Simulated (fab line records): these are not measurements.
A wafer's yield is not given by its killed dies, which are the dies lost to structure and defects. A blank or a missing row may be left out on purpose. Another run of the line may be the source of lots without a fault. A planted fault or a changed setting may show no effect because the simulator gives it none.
Chamber matching :: flow sky130 :: SKY_VIA4_CMP_21 on cmp-01 has 4 sister chambers
The step polishes, stops on SiO2, t overpolish 25 s, target thk 0 nm. 8 wafers are shown with their chamber, then 8 later ones without.

== WAFERS WITH THEIR CHAMBER ==
wafer: L966.1
chamber: 0
motor current A (A): 10.5
time to endpoint s (s): 128

wafer: L970.6
chamber: 3
motor current A (A): 12.6
time to endpoint s (s): 119

wafer: L972.5
chamber: 0
motor current A (A): 10.6
time to endpoint s (s): 122

wafer: L972.6
chamber: 1
motor current A (A): 11.6
time to endpoint s (s): 114

wafer: L973.1
chamber: 1
motor current A (A): 11.0
time to endpoint s (s): 120

wafer: L973.4
chamber: 2
motor current A (A): 14.0
time to endpoint s (s): 126

wafer: L973.6
chamber: 2
motor current A (A): 13.1
time to endpoint s (s): 126

wafer: L974.1
chamber: 3
motor current A (A): 12.8
time to endpoint s (s): 121

== WAFERS MISSING THEIR CHAMBER ==
wafer: L974.4
motor current A (A): 11.3
time to endpoint s (s): 120

wafer: L974.5
motor current A (A): 11.7
time to endpoint s (s): 121

wafer: L980.1
motor current A (A): 10.5
time to endpoint s (s): 126

wafer: L980.2
motor current A (A): 13.9
time to endpoint s (s): 130

wafer: L980.3
motor current A (A): 10.5
time to endpoint s (s): 116

wafer: L986.2
motor current A (A): 13.3
time to endpoint s (s): 124

wafer: L986.3
motor current A (A): 12.2
time to endpoint s (s): 122

wafer: L986.6
motor current A (A): 13.5
time to endpoint s (s): 125

== WHICH CHAMBER EACH ONE RAN IN ==
wafer: L974.4
from the rows above: can't be placed: 1 or 0
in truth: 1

wafer: L974.5
from the rows above: can't be placed: 1 or 3 or 0
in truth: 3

wafer: L980.1
from the rows above: 0
in truth: 0

wafer: L980.2
from the rows above: 2
in truth: 2

wafer: L980.3
from the rows above: can't be placed: 1 or 0
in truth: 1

wafer: L986.2
from the rows above: can't be placed: 2 or 3
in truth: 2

wafer: L986.3
from the rows above: can't be placed: 3 or 1
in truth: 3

wafer: L986.6
from the rows above: 2
in truth: 2
Correctly placed: 3 of 8. Cannot be placed on the basis of these rows: 5; the candidates contain the true chamber in 5. Wrongly placed: 0.
How it was worked out, from the rows above alone: a wafer's distance from a chamber is the root of the sum, over the readings, of the square of ((its reading less the chamber's mean) divided by the reading's scatter). The wafer belongs to the nearest chamber; if the next one is less than 2 further off, it can't be placed. A chamber's mean is the mean of its shown wafers. The scatter is the square root of a quotient: the sum, over the shown wafers, of each reading's squared deviation from its chamber's mean, divided by wafers minus chambers.
